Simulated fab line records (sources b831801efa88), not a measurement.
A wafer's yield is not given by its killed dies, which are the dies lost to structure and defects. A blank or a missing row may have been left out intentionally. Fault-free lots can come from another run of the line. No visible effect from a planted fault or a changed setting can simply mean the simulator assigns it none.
Which tool was responsible?	flow gf180mcu	14 lots with 42 wafers sampled at 5 steps, on a route of 602 steps

== WHAT THE GAUGES SHOWED, per wafer ==
GF_HV_LDD_CD_MEAS_31 targets a cd of 400 nm. Usual: cd-nm 399.9 nm, standard deviation 2.1.
lot	measured	on	cd-nm (nm)	flag
L847	day 11 20:55	cd-sem-01	399.5 398.0 397.0	
L849	day 12 18:42	cd-sem-01	401.1 399.4 401.1	
L850	day 12 20:52	cd-sem-02	399.0 402.0 400.1	
L851	day 13 12:58	cd-sem-01	396.6 395.0 397.8	
L852	day 13 13:14	cd-sem-02	396.7 397.7 397.1	
L853	day 13 21:53	cd-sem-02	401.4 399.9 400.8	
L854	day 14 03:36	cd-sem-01	401.8 400.5 400.4	
L859	day 15 20:01	cd-sem-01	402.9 401.8 402.4	
L860	day 16 04:16	cd-sem-01	398.8 401.2 398.2	
L862	day 16 14:43	cd-sem-01	402.3 401.9 401.6	
L866	day 18 03:43	cd-sem-02	396.9 398.4 398.5	
L867	day 18 12:20	cd-sem-01	400.9 398.1 399.5	
L868	day 18 17:24	cd-sem-02	397.7 397.0 396.7	
L869	day 19 03:25	cd-sem-02	402.0 399.3 400.4	

GF_HV_LDD_OVL_MEAS_47. Usual: HV_LDD_03_OVL typically reads -0.9 nm, with standard deviation 1.6.
lot	measured	on	HV_LDD_03_OVL (nm)	flag
L847	day 12 16:34	overlay-01	-0.8 -0.9 -1.3	
L849	day 13 15:17	overlay-02	-3.5 -1.7 -4.8	
L850	day 13 17:37	overlay-02	-1.5 -1.5 -2.0	
L851	day 14 10:43	overlay-02	-2.3 -1.2 -2.7	
L852	day 14 10:54	overlay-02	-2.6 -1.2 -2.6	
L853	day 14 19:57	overlay-02	-3.0 -3.2 -3.3	
L854	day 15 01:28	overlay-02	-1.1 -2.3 -1.8	
L859	day 16 18:51	overlay-01	1.5 1.1 1.2	
L860	day 17 03:26	overlay-02	-0.2 -1.7 -1.0	
L862	day 17 14:19	overlay-01	0.6 0.1 -0.8	
L866	day 19 04:11	overlay-01	0.9 0.6 0.5	
L867	day 19 13:48	overlay-02	-2.0 -0.3 -1.5	
L868	day 19 18:25	overlay-01	-0.3 -0.2 1.3	
L869	day 20 04:35	overlay-02	-1.1 -2.9 -1.0	

GF_NSD_CD_MEAS_07 targets a cd of 400 nm. Usual: cd-nm 400.2 nm, standard deviation 1.9.
lot	measured	on	cd-nm (nm)	flag
L847	day 13 17:12	cd-sem-02	397.1 397.9 396.4	
L849	day 14 15:12	cd-sem-01	401.1 400.4 402.4	
L850	day 14 18:05	cd-sem-01	400.6 402.2 401.8	
L851	day 15 10:20	cd-sem-01	402.7 402.1 401.1	
L852	day 15 10:36	cd-sem-01	401.2 402.4 403.2	
L853	day 15 20:37	cd-sem-01	399.2 400.0 400.4	
L854	day 16 01:29	cd-sem-01	398.6 397.7 397.0	
L859	day 17 20:16	cd-sem-01	398.7 398.9 399.1	
L860	day 18 05:54	cd-sem-02	429.8 426.6 431.1	OFF
L862	day 18 16:59	cd-sem-01	432.1 433.0 431.1	OFF
L866	day 20 07:39	cd-sem-02	398.5 397.1 399.3	
L867	day 20 16:54	cd-sem-01	401.5 400.5 401.0	
L868	day 20 21:14	cd-sem-01	398.5 402.9 397.8	
L869	day 21 07:38	cd-sem-02	398.0 400.9 398.8	

GF_SAB_CD_MEAS_09 targets a cd of 420 nm. Usual: cd-nm 420.0 nm, standard deviation 2.
lot	measured	on	cd-nm (nm)	flag
L847	day 15 12:06	cd-sem-01	416.6 419.6 419.2	
L849	day 16 11:05	cd-sem-01	419.6 418.9 422.0	
L850	day 16 13:39	cd-sem-01	422.3 422.4 422.7	
L851	day 17 07:15	cd-sem-02	422.7 424.6 422.8	
L852	day 17 07:52	cd-sem-02	419.0 418.6 421.0	
L853	day 17 18:44	cd-sem-01	421.9 419.0 420.4	
L854	day 18 01:06	cd-sem-01	423.1 423.5 425.3	
L859	day 19 20:46	cd-sem-02	421.9 420.4 421.3	
L860	day 20 06:31	cd-sem-01	420.9 419.5 419.0	
L862	day 20 19:05	cd-sem-02	422.7 423.0 424.0	
L866	day 22 07:46	cd-sem-01	418.9 417.0 418.6	
L867	day 22 17:28	cd-sem-02	420.3 417.9 418.3	
L868	day 22 21:58	cd-sem-02	417.3 419.3 417.1	
L869	day 23 07:33	cd-sem-01	419.6 419.1 418.7	

== WHICH TOOL RAN EACH LOT (tool, then ch and the chambers of the sampled wafers, then the start) ==
lot	GF_NSD_DEVELOP_06
L847	litho-track-04 ch 0, day 13 17:04
L849	litho-track-04 ch 0, day 14 15:04
L850	litho-track-02 ch 0, day 14 17:57
L851	litho-track-02 ch 0, day 15 10:12
L852	litho-track-02 ch 0, day 15 10:27
L853	litho-track-02 ch 0, day 15 20:29
L854	litho-track-02 ch 0, day 16 01:21
L859	litho-track-02 ch 0, day 17 20:08
L860	litho-track-02 ch 0, day 18 05:45
L862	litho-track-02 ch 0, day 18 16:51
L866	litho-track-03 ch 0, day 20 07:31
L867	litho-track-03 ch 0, day 20 16:46
L868	litho-track-04 ch 0, day 20 21:06
L869	litho-track-03 ch 0, day 21 07:29
- GF_NSD_DEVELOP_06: develop time 60 s.

== WHAT THE TOOLS THEMSELVES READ (means of the sampled wafers that have a number; where no wafer has one, the mark that the record gives instead) ==
GF_NSD_DEVELOP_06. Usual: resist-line-temp-C 23.01 C, standard deviation 0.11.
lot	tool	resist-line-temp-C (C)	flag
L847	litho-track-04	22.98	
L849	litho-track-04	23.11	
L850	litho-track-02	23.00	
L851	litho-track-02	23.00	
L852	litho-track-02	22.89	
L853	litho-track-02	22.94	
L854	litho-track-02	23.08	
L859	litho-track-02	23.23	
L860	litho-track-02	23.09	
L862	litho-track-02	23.15	
L866	litho-track-03	22.86	
L867	litho-track-03	23.07	
L868	litho-track-04	22.97	
L869	litho-track-03	23.08	

== THE ANSWER, worked out from the rows above alone ==
Rule: lot off if the mean of its wafers having a number is beyond 3 standard deviations from the usual mean. A lot without any number at a reading at which 4 lots or more have one is off too. Where the step has rows for the other lots, those lots are counted as sound. First the gauges in route order, then the tools' own readings, where a lot's mean is used as printed above. The first step at which some lot is off is used, and at that step the reading that is off furthest; a lot without a number counts as furthest.
Off: L860, L862, at GF_NSD_CD_MEAS_07 (cd-nm).
If a tool, at a process step before that reading, ran all the lots that are off and no sound lot after the first of them, it fits. The gauges at GF_NSD_CD_MEAS_07 are tried like those tools. One candidate fits, namely litho-track-02 at GF_NSD_DEVELOP_06. A fault onset in the window from L859 (day 17 20:08, its last sound lot) to L860 (day 18 05:45, its first lot off) fits.

== WHAT THE SIMULATOR HAD INSERTED ==
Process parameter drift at GF_NSD_DEVELOP_06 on litho-track-02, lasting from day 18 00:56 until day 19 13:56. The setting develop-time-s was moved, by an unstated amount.
Struck lots among those shown: L860, L862. The rule above found the same.
